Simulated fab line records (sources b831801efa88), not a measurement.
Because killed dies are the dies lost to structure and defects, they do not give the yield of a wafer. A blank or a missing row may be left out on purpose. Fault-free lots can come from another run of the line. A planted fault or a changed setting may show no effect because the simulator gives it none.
What tool caused it? :: flow gf180mcu :: 39 wafers from 13 lots sampled at 5 of the route's 602 steps

WHAT EACH GAUGE READ, for each wafer
GF_SALICIDE_THK_MEAS_05: measures by xrf.
lot: L241
measured: day 15 05:10
on: film_metro-03
SALICIDE_TIN_THK (nm): 20.24 20.25 20.66

lot: L243
measured: day 15 20:46
on: film_metro-02
SALICIDE_TIN_THK (nm): 20.02 19.92 20.35

lot: L245
measured: day 16 16:09
on: film_metro-02
SALICIDE_TIN_THK (nm): 20.51 20.86 20.55

lot: L247
measured: day 17 15:38
on: film_metro-02
SALICIDE_TIN_THK (nm): 20.24 19.91 20.32

lot: L248
measured: day 17 22:29
on: film_metro-02
SALICIDE_TIN_THK (nm): 20.61 20.84 20.78

lot: L251
measured: day 19 00:56
on: film_metro-04
SALICIDE_TIN_THK (nm): 20.12 20.07 20.15

lot: L252
measured: day 19 10:46
on: film_metro-02
SALICIDE_TIN_THK (nm): 20.26 20.07 19.99

lot: L253
measured: day 19 19:38
on: film_metro-02
SALICIDE_TIN_THK (nm): 20.16 20.21 20.57

lot: L255
measured: day 20 08:28
on: film_metro-02
SALICIDE_TIN_THK (nm): 20.76 20.81 20.77

lot: L257
measured: day 21 00:10
on: film_metro-03
SALICIDE_TIN_THK (nm): 20.12 20.43 20.06

lot: L260
measured: day 22 05:01
on: film_metro-03
SALICIDE_TIN_THK (nm): 20.42 20.39 20.62

lot: L262
measured: day 22 17:35
on: film_metro-02
SALICIDE_TIN_THK (nm): 19.87 20.21 20.06

lot: L264
measured: day 23 06:51
on: film_metro-04
SALICIDE_TIN_THK (nm): 20.62 20.68 20.68

GF_CONTACT_CD_MEAS_14: target cd 220 nm.
lot: L241
measured: day 16 04:13
on: cd_sem-01
cd_nm (nm): 222.7 222.6 223.6

lot: L243
measured: day 16 20:06
on: cd_sem-01
cd_nm (nm): 220.0 219.7 220.1

lot: L245
measured: day 17 15:10
on: cd_sem-01
cd_nm (nm): 221.1 221.7 220.9

lot: L247
measured: day 18 15:37
on: cd_sem-01
cd_nm (nm): 221.9 220.5 220.3

lot: L248
measured: day 18 22:53
on: cd_sem-02
cd_nm (nm): 217.1 218.0 215.9

lot: L251
measured: day 20 01:37
on: cd_sem-01
cd_nm (nm): 219.5 218.4 219.5

lot: L252
measured: day 20 12:30
on: cd_sem-02
cd_nm (nm): 218.0 217.9 217.6

lot: L253
measured: day 20 21:14
on: cd_sem-02
cd_nm (nm): 220.2 221.8 221.8

lot: L255
measured: day 21 09:56
on: cd_sem-01
cd_nm (nm): 219.6 220.0 220.6

lot: L257
measured: day 22 00:58
on: cd_sem-02
cd_nm (nm): 175.9 176.9 177.2

lot: L260
measured: day 23 04:58
on: cd_sem-02
cd_nm (nm): 219.4 219.8 219.5

lot: L262
measured: day 23 17:22
on: cd_sem-01
cd_nm (nm): 219.5 220.5 220.9

lot: L264
measured: day 24 06:20
on: cd_sem-02
cd_nm (nm): 221.0 220.1 221.2

EACH LOT AND THE TOOL THAT RAN IT (in order: tool; ch and the chambers of the sampled wafers; start)
lot: L241
GF_SALICIDE_RTA_06: rtp_anneal-01 ch 0, day 15 05:14
GF_SALICIDE_RTA_08: rtp_anneal-02 ch 0, day 15 05:25
GF_CONTACT_EXPOSE_11: krf_scanner-02 ch 0, day 15 17:32

lot: L243
GF_SALICIDE_RTA_06: rtp_anneal-01 ch 0, day 15 20:50
GF_SALICIDE_RTA_08: rtp_anneal-02 ch 0, day 15 21:01
GF_CONTACT_EXPOSE_11: krf_scanner-02 ch 0, day 16 09:16

lot: L245
GF_SALICIDE_RTA_06: rtp_anneal-01 ch 0, day 16 16:13
GF_SALICIDE_RTA_08: rtp_anneal-02 ch 0, day 16 16:30
GF_CONTACT_EXPOSE_11: krf_scanner-02 ch 0, day 17 04:05

lot: L247
GF_SALICIDE_RTA_06: rtp_anneal-02 ch 0, day 17 15:43
GF_SALICIDE_RTA_08: rtp_anneal-02 ch 0, day 17 15:55
GF_CONTACT_EXPOSE_11: krf_scanner-02 ch 0, day 18 03:45

lot: L248
GF_SALICIDE_RTA_06: rtp_anneal-01 ch 0, day 17 22:33
GF_SALICIDE_RTA_08: rtp_anneal-02 ch 0, day 17 22:45
GF_CONTACT_EXPOSE_11: krf_scanner-02 ch 0, day 18 12:03

lot: L251
GF_SALICIDE_RTA_06: rtp_anneal-02 ch 0, day 19 01:01
GF_SALICIDE_RTA_08: rtp_anneal-01 ch 0, day 19 01:13
GF_CONTACT_EXPOSE_11: krf_scanner-01 ch 0, day 19 14:22

lot: L252
GF_SALICIDE_RTA_06: rtp_anneal-01 ch 0, day 19 10:50
GF_SALICIDE_RTA_08: rtp_anneal-02 ch 0, day 19 11:01
GF_CONTACT_EXPOSE_11: krf_scanner-02 ch 0, day 20 00:44

lot: L253
GF_SALICIDE_RTA_06: rtp_anneal-02 ch 0, day 19 19:42
GF_SALICIDE_RTA_08: rtp_anneal-01 ch 0, day 19 19:54
GF_CONTACT_EXPOSE_11: krf_scanner-01 ch 0, day 20 08:59

lot: L255
GF_SALICIDE_RTA_06: rtp_anneal-01 ch 0, day 20 08:31
GF_SALICIDE_RTA_08: rtp_anneal-02 ch 0, day 20 08:43
GF_CONTACT_EXPOSE_11: krf_scanner-02 ch 0, day 20 22:07

lot: L257
GF_SALICIDE_RTA_06: rtp_anneal-01 ch 0, day 21 00:14
GF_SALICIDE_RTA_08: rtp_anneal-02 ch 0, day 21 00:26
GF_CONTACT_EXPOSE_11: krf_scanner-02 ch 0, day 21 13:02

lot: L260
GF_SALICIDE_RTA_06: rtp_anneal-02 ch 0, day 22 05:05
GF_SALICIDE_RTA_08: rtp_anneal-01 ch 0, day 22 05:17
GF_CONTACT_EXPOSE_11: krf_scanner-01 ch 0, day 22 17:44

lot: L262
GF_SALICIDE_RTA_06: rtp_anneal-01 ch 0, day 22 17:40
GF_SALICIDE_RTA_08: rtp_anneal-02 ch 0, day 22 17:51
GF_CONTACT_EXPOSE_11: krf_scanner-01 ch 0, day 23 06:04

lot: L264
GF_SALICIDE_RTA_06: rtp_anneal-02 ch 0, day 23 06:55
GF_SALICIDE_RTA_08: rtp_anneal-01 ch 0, day 23 07:07
GF_CONTACT_EXPOSE_11: krf_scanner-02 ch 0, day 23 19:28
- GF_SALICIDE_RTA_06: time 30 s.
- GF_SALICIDE_RTA_08: time 30 s.
- GF_CONTACT_EXPOSE_11: exposes mask Contact, target cd 220 nm.

WHAT THE TOOLS THEMSELVES READ (means of the sampled wafers that have a number; where no wafer has one, the mark that the record gives instead)
GF_SALICIDE_RTA_06.
lot: L241
tool: rtp_anneal-01
chamber_o2_ppm: 1.988
lamp_power_pct (%): 6.598
wafer_temp_C_max: 533.1

lot: L243
tool: rtp_anneal-01
chamber_o2_ppm: 2.007
lamp_power_pct (%): 6.597
wafer_temp_C_max: 533.5

lot: L245
tool: rtp_anneal-01
chamber_o2_ppm: 2.011
lamp_power_pct (%): 6.596
wafer_temp_C_max: 533.6

lot: L247
tool: rtp_anneal-02
chamber_o2_ppm: 2.000
lamp_power_pct (%): 6.617
wafer_temp_C_max: 531.2

lot: L248
tool: rtp_anneal-01
chamber_o2_ppm: 1.996
lamp_power_pct (%): 6.593
wafer_temp_C_max: 533.8

lot: L251
tool: rtp_anneal-02
chamber_o2_ppm: 2.012
lamp_power_pct (%): 6.607
wafer_temp_C_max: 531.6

lot: L252
tool: rtp_anneal-01
chamber_o2_ppm: 1.999
lamp_power_pct (%): 6.596
wafer_temp_C_max: 533.5

lot: L253
tool: rtp_anneal-02
chamber_o2_ppm: 2.005
lamp_power_pct (%): 6.611
wafer_temp_C_max: 531.7

lot: L255
tool: rtp_anneal-01
chamber_o2_ppm: 1.991
lamp_power_pct (%): 6.592
wafer_temp_C_max: 533.2

lot: L257
tool: rtp_anneal-01
chamber_o2_ppm: 1.977
lamp_power_pct (%): 6.598
wafer_temp_C_max: 532.8

lot: L260
tool: rtp_anneal-02
chamber_o2_ppm: 1.979
lamp_power_pct (%): 6.614
wafer_temp_C_max: 531.2

lot: L262
tool: rtp_anneal-01
chamber_o2_ppm: 1.992
lamp_power_pct (%): 6.591
wafer_temp_C_max: 533.2

lot: L264
tool: rtp_anneal-02
chamber_o2_ppm: 1.987
lamp_power_pct (%): 6.605
wafer_temp_C_max: 531.0

GF_SALICIDE_RTA_08.
lot: L241
tool: rtp_anneal-02
chamber_o2_ppm: 1.995
lamp_power_pct (%): 18.363
wafer_temp_C_max: 802.1

lot: L243
tool: rtp_anneal-02
chamber_o2_ppm: 2.008
lamp_power_pct (%): 18.337
wafer_temp_C_max: 802.1

lot: L245
tool: rtp_anneal-02
chamber_o2_ppm: 2.005
lamp_power_pct (%): 18.358
wafer_temp_C_max: 802.3

lot: L247
tool: rtp_anneal-02
chamber_o2_ppm: 2.005
lamp_power_pct (%): 18.333
wafer_temp_C_max: 802.1

lot: L248
tool: rtp_anneal-02
chamber_o2_ppm: 2.010
lamp_power_pct (%): 18.359
wafer_temp_C_max: 802.2

lot: L251
tool: rtp_anneal-01
chamber_o2_ppm: 2.044
lamp_power_pct (%): 18.316
wafer_temp_C_max: 804.8

lot: L252
tool: rtp_anneal-02
chamber_o2_ppm: 2.023
lamp_power_pct (%): 18.355
wafer_temp_C_max: 801.6

lot: L253
tool: rtp_anneal-01
chamber_o2_ppm: 2.013
lamp_power_pct (%): 18.307
wafer_temp_C_max: 805.2

lot: L255
tool: rtp_anneal-02
chamber_o2_ppm: 1.996
lamp_power_pct (%): 18.349
wafer_temp_C_max: 802.1

lot: L257
tool: rtp_anneal-02
chamber_o2_ppm: 2.018
lamp_power_pct (%): 18.371
wafer_temp_C_max: 802.7

lot: L260
tool: rtp_anneal-01
chamber_o2_ppm: 2.001
lamp_power_pct (%): 18.322
wafer_temp_C_max: 804.9

lot: L262
tool: rtp_anneal-02
chamber_o2_ppm: 2.015
lamp_power_pct (%): 18.360
wafer_temp_C_max: 802.2

lot: L264
tool: rtp_anneal-01
chamber_o2_ppm: 1.997
lamp_power_pct (%): 18.296
wafer_temp_C_max: 804.8

THE ANSWER, worked out from the rows above alone
Rule: the lots themselves supply what counts as usual. Put in order of their means at a reading, lots are off if they are a third of the lots or fewer, leave a main group of 4 or more, and stand apart from it by a gap of 3 or more times the standard deviation of the main group's means; of several such gaps the widest counts. If all means in a main group match to the digits the tables above print for the reading, that group is not used. A lot without any number at a reading at which 4 lots or more have one is off too. Any other lot the step has rows for is counted as sound. After the gauges, taken in route order, come the tools' own readings; for these a lot's mean is taken, as printed above. At the first step where some lot is off, the reading lying furthest off is the one used; lots without a number count as furthest.
Off: L257, at GF_CONTACT_CD_MEAS_14 (cd_nm). The main group has a mean of 220.1 nm with a standard deviation of 1.5.
A tool fits if, at a process step before that reading, it ran every lot that is off, and no sound lot after the first of them. Gauges at GF_CONTACT_CD_MEAS_14: tried the same way as those tools. No candidate that was tried fits.

WHAT THE SIMULATOR HAD INSERTED
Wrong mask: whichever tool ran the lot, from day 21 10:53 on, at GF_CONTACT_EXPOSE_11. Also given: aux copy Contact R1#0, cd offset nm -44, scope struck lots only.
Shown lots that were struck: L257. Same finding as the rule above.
